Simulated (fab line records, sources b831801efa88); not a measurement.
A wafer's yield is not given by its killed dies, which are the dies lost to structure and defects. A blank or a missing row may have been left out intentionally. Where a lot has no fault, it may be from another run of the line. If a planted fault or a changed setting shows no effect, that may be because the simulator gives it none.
fab line records -- flow sky130
record: lots: 5, wafers: 15, lastDay: 50
route steps=708 shown RES_XHIGH@332 SD_N@342 PAD_OPEN@708
lots that met no fault: taken from a fault-free run of the same line
startH: hours from the record's opening day to when the first of the lot's shown wafers began -- waitH: hours from the lot's prior step to this one -- " the same as in the row above -- L1.1+2: several wafers, shown together as one row -- - no value, or no start was given -- * or withheld: withheld -- < > ~ a bound
route shown NAME@n: NAME is a module with steps in the file, n the number in the route of the first one -- usual: mean/standard deviation of fault-free wafers -- same: alike in all rows -- chamber/n: place in a boat -- sites: per-site readings -- _std_site: their standard deviation -- _edge_site: mean of outer sites minus mean of inner sites -- radiusMm: for every site, how far away it sits from the centre of the wafer -- mask NAME#n: copy n -- behind: tool/chamber where the wafer was last shaped -- hold: why the lot was held/for how many hours/how that ended -- device: which transistor (n, p or np) failed to switch -- end of line: the tests these same wafers got at the end of their route -- a step with no rows: only its recipe -- killed: dies lost to structure and defects at the first sort, not the wafer's yield -- map: dies across one wafer; x = killed, . = not, _ = none there
set.NAME: the run value of the setting; set.NAME@STEP: its run value at that earlier step -- model.NAME: the simulator's own value behind a step, which no gauge read
a table for each step, a row for each wafer; lots at some steps of the route
services: a tool's chamber out of use, with start hour (startH, from the record's first day; less than 0 if before it), hours out, and reason
== steps ==
step: SKY_RES_XHIGH_DEHYDRATE_00
recipe: tempC: 200, timeS: 60
step: SKY_RES_XHIGH_HMDS_01
recipe: primeTimeS: 60, primeTempC: 120
step: SKY_RES_XHIGH_COAT_02
recipe: resist: NOVOLAK, spinRpm: 3000, resistThkNm: 1140
step: SKY_RES_XHIGH_SOFTBAKE_03
recipe: tempC: 90, timeS: 60, resist: NOVOLAK
step: SKY_RES_XHIGH_EXPOSE_04
recipe: maskId: URPM, na: 0.6, sourceShape: conventional, sigmaOuter: 0.6, polarization: unpolarized, targetCdNm: 1270, doseMj: 140
step: SKY_RES_XHIGH_PEB_05
recipe: tempC: withheld, timeS: *, resist: NOVOLAK
step: SKY_RES_XHIGH_DEVELOP_06
recipe: resist: NOVOLAK, developer: TMAH, developTimeS: 60, devTempC: 23
step: SKY_RES_XHIGH_IMPLANT_07
recipe: species: BF2, energyKev: 20, doseCm2: 3.6e+14, tiltDeg: 0
step: SKY_RES_XHIGH_STRIP_08
recipe: chemistry: O2/N2, powerW: 1400, pressureMtorr: 1500, platenTempC: withheld, o2FlowSccm: 3000, n2FlowSccm: 300, overashFraction: 0.5
usual: drypumpMotorCurrentA: 5.8/0.43, n2FlowSccm: 299.9/0.87, oesProductAu: 0.712/0.0045, stripTimeToEndpointS: 14.28/0.038
lot.wafer,tool,chamber,startH,waitH,drypumpMotorCurrentA,n2FlowSccm,oesProductAu,rfHoursCounterH,stripTimeToEndpointS
L960.2,plasmaAsher-01,0,665.82,0.1,6.3,299.3,0.710,57,14.27
L960.4,plasmaAsher-01,1,665.82,0.1,5.4,298.5,0.712,-,14.29
L960.6,plasmaAsher-01,1,665.82,0.1,5.4,299.8,0.714,-,14.22
L962.1,plasmaAsher-01,0,687.90,0.1,6.2,301.8,0.708,60,14.29
L962.3,plasmaAsher-01,1,687.90,0.1,5.4,298.9,0.709,-,14.24
L962.6,plasmaAsher-01,0,687.90,0.1,6.3,301.6,0.703,-,14.26
L973.2,plasmaAsher-01,1,772.87,0.1,5.4,299.1,0.713,68,14.29
L973.4,plasmaAsher-01,0,772.87,0.1,6.2,298.8,0.708,-,14.27
L973.6,plasmaAsher-01,0,772.87,0.1,6.3,300.1,0.718,-,14.29
L977.2,plasmaAsher-01,1,803.47,0.1,5.4,299.3,0.712,71,14.19
L977.3,plasmaAsher-01,1,803.47,0.1,5.4,300.9,0.704,-,14.25
L977.5,plasmaAsher-01,1,803.47,0.1,5.4,300.6,0.717,-,14.22
L978.3,plasmaAsher-01,1,807.25,0.1,5.5,300.2,0.717,-,14.29
L978.4,plasmaAsher-01,0,807.25,0.1,6.3,300.1,0.710,-,14.26
L978.5,plasmaAsher-01,0,807.25,0.1,6.3,300.1,0.710,-,14.29
step: SKY_RES_XHIGH_TW_MEAS_09
usual: RES_XHIGH_TW: 1638/12
lot.wafer,tool,chamber,startH,waitH,RES_XHIGH_TW
L960.2,filmMetro-02,-,665.93,0.1,1639
L960.4,filmMetro-02,-,665.93,0.1,1642
L960.6,filmMetro-02,-,665.93,0.1,1628
L962.1,filmMetro-03,-,688.00,0.1,1633
L962.3,filmMetro-03,-,688.00,0.1,1636
L962.6,filmMetro-03,-,688.00,0.1,1636
L973.2,filmMetro-03,-,772.98,0.1,1627
L973.4,filmMetro-03,-,772.98,0.1,1635
L973.6,filmMetro-03,-,772.98,0.1,1633
L977.2,filmMetro-02,-,803.58,0.1,1632
L977.3,filmMetro-02,-,803.58,0.1,1629
L977.5,filmMetro-02,-,803.58,0.1,1631
L978.3,filmMetro-03,-,807.34,0.1,1624
L978.4,filmMetro-03,-,807.34,0.1,1627
L978.5,filmMetro-03,-,807.34,0.1,1630
step: SKY_SD_N_DEHYDRATE_00
recipe: tempC: 200, timeS: 60
step: SKY_SD_N_HMDS_01
recipe: primeTimeS: 60, primeTempC: 120
step: SKY_SD_N_COAT_02
recipe: resist: NOVOLAK, spinRpm: 3000, resistThkNm: 1140
lot.wafer,tool,chamber,startH,waitH,model.NOVOLAK_of_SD_N_COAT_02.thkNm
L960.2,lithoTrack-01,0,680.84,0.1,1136
L960.4,lithoTrack-01,0,680.84,0.1,1142
L960.6,lithoTrack-01,0,680.84,0.1,1138
L962.1+3,lithoTrack-04,0,701.75,0.1,1141
L962.6,lithoTrack-04,0,701.75,0.1,1139
L973.2+6,lithoTrack-01,0,786.14,0.1,1086
L973.4,lithoTrack-01,0,786.14,0.1,1089
L977.2,lithoTrack-02,0,816.19,0.1,1136
L977.3+5,lithoTrack-02,0,816.19,0.1,1137
L978.3+5,lithoTrack-04,0,820.20,0.1,1139
L978.4,lithoTrack-04,0,820.20,0.1,1141
step: SKY_SD_N_SOFTBAKE_03
recipe: tempC: 90, timeS: 60, resist: NOVOLAK
step: SKY_SD_N_EXPOSE_04
recipe: maskId: NSDM, na: 0.6, sourceShape: conventional, sigmaOuter: 0.6, polarization: unpolarized, targetCdNm: 380, doseMj: 141
step: SKY_SD_N_PEB_05
recipe: tempC: withheld, timeS: *, resist: NOVOLAK
step: SKY_SD_N_DEVELOP_06
recipe: resist: NOVOLAK, developer: TMAH, developTimeS: 60, devTempC: 23
same: developTimeS: 60
lot.wafer,tool,chamber,startH,waitH,model.NOVOLAK_of_SD_N_COAT_02.thkNm
L960.2,lithoTrack-04,0,694.87,0.1,1136
L960.4,lithoTrack-04,0,694.87,0.1,1141
L960.6,lithoTrack-04,0,694.87,0.1,1138
L962.1+3,lithoTrack-01,0,716.16,0.1,1141
L962.6,lithoTrack-01,0,716.16,0.1,1139
L973.2+6,lithoTrack-02,0,799.59,0.1,1086
L973.4,lithoTrack-02,0,799.59,0.1,1088
L977.2+3+5,lithoTrack-02,0,830.14,0.1,1136
L978.3+5,lithoTrack-02,0,833.26,0.1,1139
L978.4,lithoTrack-02,0,833.26,0.1,1141
step: SKY_SD_N_CD_MEAS_07
recipe: targetCdNm: 380
usual: cdNm: 380.1/1.9
lot.wafer,tool,chamber,startH,waitH,cdNm
L960.2,cdSem-02,-,695.02,0.1,382.7
L960.4,cdSem-02,-,695.02,0.1,379.7
L960.6,cdSem-02,-,695.02,0.1,377.9
L962.1,cdSem-02,-,716.31,0.1,377.7
L962.3,cdSem-02,-,716.31,0.1,377.7
L962.6,cdSem-02,-,716.31,0.1,378.8
L973.2,cdSem-02,-,799.73,0.1,386.1
L973.4,cdSem-02,-,799.73,0.1,384.7
L973.6,cdSem-02,-,799.73,0.1,387.0
L977.2,cdSem-02,-,830.28,0.1,383.6
L977.3,cdSem-02,-,830.28,0.1,381.4
L977.5,cdSem-02,-,830.28,0.1,382.5
L978.3,cdSem-02,-,833.47,0.2,382.2
L978.4,cdSem-02,-,833.47,0.2,382.2
L978.5,cdSem-02,-,833.47,0.2,382.7
step: SKY_SD_N_OVL_MEAS_08
usual: SD_N_OVL: -1.1/1.2
lot.wafer,tool,chamber,startH,waitH,SD_N_OVL[nm]
L960.2,overlay-02,-,695.13,0.1,-0.7
L960.4,overlay-02,-,695.13,0.1,-0.6
L960.6,overlay-02,-,695.13,0.1,-1.0
L962.1,overlay-02,-,716.43,0.1,-3.7
L962.3,overlay-02,-,716.43,0.1,-3.3
L962.6,overlay-02,-,716.43,0.1,-4.0
L973.2,overlay-02,-,799.84,0.1,-1.6
L973.4,overlay-02,-,799.84,0.1,-1.1
L973.6,overlay-02,-,799.84,0.1,-1.1
L977.2,overlay-01,-,830.39,0.1,-3.0
L977.3,overlay-01,-,830.39,0.1,-2.8
L977.5,overlay-01,-,830.39,0.1,-1.7
L978.3,overlay-02,-,833.56,0.1,-3.3
L978.4,overlay-02,-,833.56,0.1,-2.6
L978.5,overlay-02,-,833.56,0.1,-2.9
step: SKY_SD_N_IMPLANT_09
recipe: species: As, energyKev: 50, doseCm2: 4e+15, tiltDeg: 0
step: SKY_SD_N_IMPLANT_10
recipe: species: P, energyKev: 19.71, doseCm2: 1e+14, tiltDeg: 0
step: SKY_SD_N_STRIP_11
recipe: chemistry: O2/N2, powerW: 1400, pressureMtorr: 1500, platenTempC: withheld, o2FlowSccm: 3000, n2FlowSccm: 300, overashFraction: 0.5
usual: drypumpMotorCurrentA: 5.7/0.39, n2FlowSccm: 299.9/0.94, oesProductAu: 0.527/0.0046, stripTimeToEndpointS: 22.55/0.034
lot.wafer,tool,chamber,startH,waitH,drypumpMotorCurrentA,n2FlowSccm,oesProductAu,rfHoursCounterH,stripTimeToEndpointS
L960.2,plasmaAsher-03,1,695.46,0.1,6.0,300.8,0.529,86,22.50
L960.4,plasmaAsher-03,1,695.46,0.1,6.0,299.7,0.520,-,22.55
L960.6,plasmaAsher-03,1,695.46,0.1,6.0,300.8,0.532,-,22.53
L962.1,plasmaAsher-01,1,716.77,0.1,5.4,299.4,0.533,63,22.55
L962.3,plasmaAsher-01,0,716.77,0.1,6.3,298.9,0.533,-,22.55
L962.6,plasmaAsher-01,1,716.77,0.1,5.5,301.1,0.522,-,22.52
L973.2,plasmaAsher-01,1,800.17,0.1,5.4,301.4,0.522,70,21.95
L973.4,plasmaAsher-01,0,800.17,0.1,6.3,297.7,0.526,-,21.99
L973.6,plasmaAsher-01,1,800.17,0.1,5.5,300.5,0.523,-,21.94
L977.2,plasmaAsher-01,1,830.72,0.1,5.4,299.6,0.531,74,22.53
L977.3,plasmaAsher-01,0,830.72,0.1,6.3,299.7,0.528,-,22.52
L977.5,plasmaAsher-01,1,830.72,0.1,5.4,299.2,0.524,-,22.52
L978.3,plasmaAsher-03,0,833.92,0.1,5.6,299.8,0.524,-,22.53
L978.4,plasmaAsher-03,1,833.92,0.1,5.9,299.6,0.530,-,22.55
L978.5,plasmaAsher-03,1,833.92,0.1,6.0,298.3,0.530,-,22.50
step: SKY_SD_N_TW_MEAS_12
usual: SD_N_TW: 3989/35
lot.wafer,tool,chamber,startH,waitH,SD_N_TW
L960.2,filmMetro-02,-,695.57,0.1,3967
L960.4,filmMetro-02,-,695.57,0.1,3967
L960.6,filmMetro-02,-,695.57,0.1,3979
L962.1,filmMetro-03,-,716.87,0.1,3970
L962.3,filmMetro-03,-,716.87,0.1,3965
L962.6,filmMetro-03,-,716.87,0.1,3987
L973.2,filmMetro-03,-,800.28,0.1,3952
L973.4,filmMetro-03,-,800.28,0.1,3932
L973.6,filmMetro-03,-,800.28,0.1,3946
L977.2,filmMetro-02,-,830.83,0.1,3975
L977.3,filmMetro-02,-,830.83,0.1,3978
L977.5,filmMetro-02,-,830.83,0.1,3995
L978.3,filmMetro-02,-,834.01,0.1,3971
L978.4,filmMetro-02,-,834.01,0.1,3975
L978.5,filmMetro-02,-,834.01,0.1,3965
step: SKY_PAD_OPEN_PROBE_99
usual: killed_at_M0_to_M3: 43/5.9, killed_at_M4_up: 2.9/1.5, killedAtContacts: 24/5, killedAtFrontEnd: 15/4.8, killedAtOther: 0.2/0.5, killedDies: 86/9.3, killedOpen: 47/7.1, killedShort: 38/6.3
same: grossDies: 492, killedAtBackSide: 0
lot.wafer,tool,chamber,startH,waitH,killed_at_M0_to_M3,killed_at_M4_up,killedAtContacts,killedAtFrontEnd,killedAtOther,killedDies,killedOpen,killedShort
L962.1,prober-02,-,1131.73,0.1,36,2,22,26,0,86,47,39
L962.3,prober-02,-,1131.83,0.2,45,3,24,15,0,87,45,42
L962.6,prober-02,-,1131.98,0.2,38,5,28,12,0,83,43,40
L977.2,prober-02,-,1208.89,0.1,42,4,26,19,0,91,55,36
L977.3,prober-02,-,1208.94,0.2,42,2,31,16,0,91,47,44
L977.5,prober-02,-,1209.04,0.2,41,2,32,25,0,100,51,49
L978.3,prober-01,-,1209.18,0.2,35,3,22,11,0,71,41,30
L978.4,prober-01,-,1209.23,0.2,45,1,21,16,0,83,51,32
L978.5,prober-01,-,1209.28,0.2,31,4,26,14,1,76,39,37
killed by level:class
L962.1 FIELD_ISO:geometricParticle:short=9 VIA2:geometricParticle:open=9 CONTACT:geometricParticle:open=7 METAL1:geometricParticle:short=6 FIELD_ISO:geometricParticle:open=5 LI_CONTACT:geometricParticle:short=5 VIA1:geometricParticle:open=5 LI_CONTACT:geometricParticle:open=5
L962.3 CONTACT:geometricParticle:open=11 VIA1:geometricParticle:open=10 METAL2:geometricParticle:short=10 VIA1:geometricParticle:short=7 VIA3:geometricParticle:open=6 POLY_GATE:geometricParticle:open=5 LI_CONTACT:geometricParticle:open=5 CONTACT:geometricParticle:short=5
L962.6 METAL2:geometricParticle:short=10 LI_CONTACT:geometricParticle:open=8 CONTACT:geometricParticle:open=8 VIA2:geometricParticle:open=6 METAL1:geometricParticle:short=5 VIA3:geometricParticle:open=5 FIELD_ISO:geometricParticle:open=4 LOCAL_INTERCONNECT:geometricParticle:short=4
L977.2 CONTACT:geometricParticle:open=14 VIA1:geometricParticle:open=10 LI_CONTACT:geometricParticle:open=9 METAL2:geometricParticle:short=7 VIA2:geometricParticle:open=6 FIELD_ISO:geometricParticle:short=5 METAL1:geometricParticle:short=4 VIA3:geometricParticle:open=4
L977.3 CONTACT:geometricParticle:open=11 VIA1:geometricParticle:open=9 LI_CONTACT:geometricParticle:open=8 VIA1:geometricParticle:short=7 FIELD_ISO:geometricParticle:short=6 CONTACT:geometricParticle:short=5 METAL2:geometricParticle:short=5 LOCAL_INTERCONNECT:geometricParticle:short=4
L977.5 CONTACT:geometricParticle:open=11 METAL1:geometricParticle:short=10 VIA1:geometricParticle:open=9 LI_CONTACT:geometricParticle:open=8 FIELD_ISO:geometricParticle:open=7 POLY_GATE:geometricParticle:short=6 CONTACT:geometricParticle:short=6 METAL3:geometricParticle:short=5
L978.3 VIA1:geometricParticle:open=12 LOCAL_INTERCONNECT:geometricParticle:short=9 CONTACT:geometricParticle:open=9 VIA3:geometricParticle:open=7 FIELD_ISO:geometricParticle:open=5 METAL2:geometricParticle:short=4 CONTACT:geometricParticle:short=3 VIA2:geometricParticle:open=3
L978.4 VIA1:geometricParticle:open=12 POLY_GATE:geometricParticle:open=8 LI_CONTACT:geometricParticle:open=7 METAL2:geometricParticle:short=7 VIA2:geometricParticle:open=7 CONTACT:geometricParticle:open=6 CONTACT:geometricParticle:short=5 METAL1:geometricParticle:short=5
L978.5 CONTACT:geometricParticle:open=9 VIA1:geometricParticle:open=7 LI_CONTACT:geometricParticle:open=7 METAL1:geometricParticle:short=6 METAL2:geometricParticle:short=5 POLY_GATE:geometricParticle:short=4 CONTACT:geometricParticle:short=4 POLY_GATE:geometricParticle:open=3
== services ==
tool,chamber,startH,hours,kind
plasmaAsher-03,-,666.57,2.0,repair
plasmaAsher-03,-,686.33,1.7,repair
plasmaAsher-01,-,734.11,4.1,repair
plasmaAsher-03,-,829.52,4.3,pm
== key ==
firstSign: step: SKY_SD_N_CD_MEAS_07, reading: cdNm, direction: up, sigmas: 3.1, usual: 380.1, struck: 385.9
effect: step: SKY_SD_N_STRIP_11, reading: stripTimeToEndpointS, direction: down, sigmas: 18, usual: *, struck: *
modelEffect: step: SKY_SD_N_COAT_02, value: NOVOLAK_of_SD_N_COAT_02.thkNm, without: 1140, struck: 1087
modelEffect: step: SKY_SD_N_DEVELOP_06, value: NOVOLAK_of_SD_N_COAT_02.thkNm, without: 1139, struck: 1087
metAt SKY_SD_N_COAT_02
struckWafers L973.2,L973.4,L973.6
testerLeftOut L973
onsetBetween 680.84 786.14
fault: kind: processParameterDrift, tool: lithoTrack-01, chamber: -, onsetH: 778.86, steps: SKY_SD_N_COAT_02, channel: resistThkNm, offset: -52.794, shape: step, endH: 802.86, actsIn: theseRecipesOnly, stated: 1140
testerLeftOut: of these lots the tester's yield and bins aren't shown, on N5 and GAA mostly nor the transistor test; their killed dies are dies lost to structure and defects alone, not to doping, threshold or leakage, so they don't give the yield
